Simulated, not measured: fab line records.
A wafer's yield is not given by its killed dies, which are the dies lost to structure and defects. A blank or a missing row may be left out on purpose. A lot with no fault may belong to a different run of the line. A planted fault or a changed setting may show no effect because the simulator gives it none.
Problem report, 8D (eight disciplines) form, completed by code + flow gf180mcu + the parts of the form that need people (team, actions taken, sign-off) are left out

## 1. THE PROBLEM
Mean MIM_CVD_05_THK at GF_MIM_THK_MEAS_06: 45.5 nm over 3 wafers in 2 lots; fault-free wafers: 42.3 nm, standard deviation 0.62. Relative to the usual mean, that is a shift of +5.2 standard deviations.
First seen on wafer L772.3, day 28 08:28, on film_metro-03. Wafers with a number at this step in the record: 36, from 12 lots. The rule behind "out" and "out of limits": a value lying over 4 standard deviations away from the usual mean. Any other wafer with a number is counted as sound.

## 2. WHAT THIS IS AND IS NOT
| question                    | is                     | is not                                                                                       |
|-----------------------------|------------------------|----------------------------------------------------------------------------------------------|
| which readings at this step | MIM_CVD_05_THK         | -                                                                                            |
| which lots                  | L772, L773             | L762, L764, L766, L767, L769, L770, L774, L783, L784, L785                                   |
| which wafers of those lots  | L772.3, L773.2, L773.4 | L772.1, L772.6, L773.1                                                                       |
| read on which gauges        | film_metro-03          | film_metro-01, film_metro-04                                                                 |
| when                        | from day 28 08:28      | up to then (20 sound wafers); but 13 sound wafers of L773, L774, L783, L784, L785 came after |

## 3. THE SUSPECTS, EACH WITH WHAT RULES IT OUT
Counting: a tool at a process step up to the reading stays a suspect if it ran every lot that is out. Sound lots after the first of them don't rule it out here, since some wafers of a struck lot are sound.
- ruled out: the gauge at GF_MIM_THK_MEAS_06. All the wafers that are out were read on film_metro-03, but those of them that GF_MIM_CVD_05 has rows for are out there too, on other tools.
- pecvd-03 at GF_MIM_CVD_05 (deposits Si3N4, target thk 42 nm, time 29.086 s): kept. It processed each lot that is out (first: L772, day 28 08:26); up to then, its last sound lot is L769 (day 27 20:50). Its own readings are out on those wafers: run_length_s.
- The sound lot-mates ran in chamber 2 of pecvd-03 at GF_MIM_CVD_05, but the wafers that are out ran in chamber 0.
The count leaves pecvd-03 at GF_MIM_CVD_05.

## 4. THE CAUSE (what the simulator had put in)
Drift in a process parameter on pecvd-03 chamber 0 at GF_MIM_CVD_05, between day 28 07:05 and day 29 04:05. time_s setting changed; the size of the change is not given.
After counting, this tool was the only one left.

## 5. THE EFFECT CHAIN, in route order
One row per reading whose mean, taken over the struck wafers that have a number, lies over 3 standard deviations from the usual. Only readings whose record carries a usual standard deviation are examined. hours: median over the lots of the time between each lot's start at the first step of this table that gives one and its start at this step. sigmas: the change, counted in usual standard deviations.
| hours | step               | reading        | usual   | on struck wafers | change | sigmas |
|-------|--------------------|----------------|---------|------------------|--------|--------|
| 0     | GF_MIM_CVD_05      | run_length_s   | 56.8 s  | 60.0             | +3.2   | +6.2   |
| 0     | GF_MIM_THK_MEAS_06 | MIM_CVD_05_THK | 42.3 nm | 45.5             | +3.2   | +5.2   |
Its process steps:
- GF_MIM_CVD_05: deposits Si3N4, target thk 42 nm, time 29.086 s.

## 6. HOW IT WOULD HAVE BEEN CAUGHT EARLIER
In this record the first reading out of limits at a measuring or inspecting step was taken at day 28 08:28, 1 hour after the fault began at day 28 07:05.
The tool's own readings at GF_MIM_CVD_05 were out on every struck wafer that the step has a row for (run_length_s): an alarm limit on them would have fired on the first of those.
Among the 2 lots that are out, L773 began GF_MIM_CVD_05 on pecvd-03 after day 28 08:28. A hold on the tool at that time would have spared it.
